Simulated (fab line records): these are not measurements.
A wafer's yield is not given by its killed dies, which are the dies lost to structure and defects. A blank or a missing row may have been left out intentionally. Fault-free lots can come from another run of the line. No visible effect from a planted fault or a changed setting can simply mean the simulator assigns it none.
Chamber matching	flow sky130	3 sister chambers for SKY_VIA3_HDPCVD_00 on hdpcvd-02
The step deposits SiO2, target thk 1635 nm, time 272.5 s. 3 wafers are shown with their chamber, then 6 later ones without.

== WAFERS PAIRED WITH THEIR CHAMBERS ==
wafer	chamber	sih4 flow sccm (sccm)
L260.5	0	59.84
L263.2	1	60.25
L263.3	2	59.82

== WAFERS WITH NO CHAMBER GIVEN ==
wafer	sih4 flow sccm (sccm)
L263.5	60.14
L264.2	60.08
L264.4	59.79
L267.1	59.92
L267.4	60.12
L267.5	59.68

== EACH ONE'S CHAMBER ==
wafer	from the rows above	in truth
L263.5	can't be placed: 1 or 0 or 2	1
L264.2	can't be placed: 1 or 0 or 2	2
L264.4	can't be placed: 2 or 0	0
L267.1	can't be placed: 0 or 2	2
L267.4	can't be placed: 1 or 0 or 2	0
L267.5	can't be placed: 2 or 0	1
Placed correctly: 0 of 6. These rows do not allow placing 6 (true chamber among the candidates in 5). 0 placed wrongly.
How it was worked out, from the rows above alone: a wafer's distance from a chamber is the root of the sum, over the readings, of the square of ((its reading less the chamber's mean) divided by the reading's scatter). If the next closest chamber is less than 2 further off than the closest, the wafer can't be placed; otherwise it belongs to the closest. A chamber's mean is the mean of its shown wafers. The scatter: root of mean squared gap, hidden wafer to nearest shown wafer, with one shown wafer a chamber.
